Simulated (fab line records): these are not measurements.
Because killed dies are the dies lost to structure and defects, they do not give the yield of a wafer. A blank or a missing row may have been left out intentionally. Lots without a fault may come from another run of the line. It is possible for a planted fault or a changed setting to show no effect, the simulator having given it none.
Which tool was responsible?    flow gf180mcu    17 wafers sampled from 6 lots at 1 step of a route of 602

== WHAT EACH GAUGE READ, for each wafer ==
GF_M3_RS_MEAS_05: uses a four-point probe to measure.
lot   measured      on             M3_ALCU_RS (ohm/sq)
L362  day 20 18:35  film metro-01  0.0684 0.0687 0.0696
L364  day 21 20:39  film metro-03  0.0694 0.0703 0.0693
L366  day 22 02:43  film metro-02  0.0701 0.0699 0.0692
L368  day 23 00:32  film metro-02  0.0695 0.0703 0.0704
L375  day 25 10:07  film metro-02  0.0701 0.0706 0.0708
L378  day 26 07:50  film metro-03  0.0705 0.0702

== EACH LOT AND THE TOOL THAT RAN IT (in order: tool; ch and the chambers of the sampled wafers; start) ==
No process step before these readings appears in the record.

== THE ANSWER, worked out from the rows above alone ==
Rule: what is usual is taken from the lots themselves. The widest of any qualifying gaps counts: lots, ordered by their means at a reading, are off when they make up no more than a third of the lots, leave a main group of 4 or more, and stand apart from it by 3 or more times the standard deviation of that group's means. Not used: any main group whose means are identical at the precision the tables above print for the reading. Also off: a lot with no number at a reading for which 4 or more lots have one. Where the step has rows for the other lots, those lots are counted as sound.
Across all readings shown, no lot is off: no conclusion can be drawn from this.

== WHAT WAS PUT IN BY THE SIMULATOR ==
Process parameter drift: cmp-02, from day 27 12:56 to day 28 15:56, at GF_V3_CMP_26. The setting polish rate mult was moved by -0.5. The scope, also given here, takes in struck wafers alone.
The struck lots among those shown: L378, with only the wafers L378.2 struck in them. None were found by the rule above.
